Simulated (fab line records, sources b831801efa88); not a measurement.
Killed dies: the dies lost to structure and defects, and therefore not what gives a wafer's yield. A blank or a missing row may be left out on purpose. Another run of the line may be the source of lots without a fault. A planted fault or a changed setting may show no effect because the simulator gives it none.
Code-filled problem report in 8D (eight disciplines) form :: flow gf180mcu :: the parts of the form that need people (team, actions taken, sign-off) are left out

1. WHAT IS WRONG
rfFwdPowerW at GF_POLY_GATE_ETCH_12 reads a mean of 296.6 W on 9 wafers of 3 lots; wafers without a fault read 495.9 W with a standard deviation of 1.8. That is -99 or more standard deviations from the usual mean.
The step: etches BARC in N2/H2.
First observed at day 14 07:11: wafer L938.4, on rieDiel-03. Wafers with a number at this step in the record: 21, from 7 lots. Rule for "out" (also "out of limits"): further than 4 standard deviations from the usual mean. Any other wafer with a number is counted as sound.

2. WHAT IT IS; WHAT IT IS NOT
question: which readings at this step
is: rfFwdPowerW
is not: chamberPressureMTorr, drypumpMotorCurrentA, h2FlowSccm, throttleValvePct

question: which lots
is: L938, L939, L940
is not: L922, L925, L935, L944

question: which wafers of those lots
is: all that have a number
is not: -

question: read on which tools
is: rieDiel-03
is not: rieDiel-01, rieDiel-04

question: when
is: from day 14 07:11
is not: up to then (9 sound wafers); but 3 sound wafers of L944 came after

3. SUSPECTS, AND WHAT RULES EACH OUT
Counting: a tool stays on the suspect list if, at a process step up to the reading, it processed all lots that are out and no sound lot following the first of them.
- rieDiel-03 at GF_POLY_GATE_ETCH_12 (etches BARC in N2/H2): kept. It processed each lot that is out, first L938 at day 14 07:11, and no sound lot thereafter; up to then, the last sound lot it processed was L935 at day 13 10:19. Its own readings are out on those wafers: rfFwdPowerW.
Remaining after the count: rieDiel-03 at GF_POLY_GATE_ETCH_12.

4. THE CAUSE (what the simulator had put in)
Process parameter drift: rieDiel-03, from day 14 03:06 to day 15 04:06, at GF_POLY_GATE_ETCH_12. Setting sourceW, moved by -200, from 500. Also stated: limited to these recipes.
The count eliminated every tool but this one.

5. SEQUENCE OF EFFECTS, ordered by route
One row per reading whose mean, taken over the struck wafers that have a number, lies over 3 standard deviations from the usual. Only readings whose record carries a usual standard deviation are examined. hours: median over the lots of the time between each lot's start at the first step of this table that gives one and its start at this step. sigmas: the change, counted in usual standard deviations.
hours: 0
step: GF_POLY_GATE_ETCH_12
reading: rfFwdPowerW
usual: 495.9 W
on struck wafers: 296.6
change: -199.3
sigmas: -99 or more
The process steps in it:
- GF_POLY_GATE_ETCH_12: etches BARC in N2/H2.

6. HOW IT WOULD HAVE BEEN CAUGHT EARLIER
In this record the first reading out of limits was taken at day 14 07:11, 4 hours after the fault began at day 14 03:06.
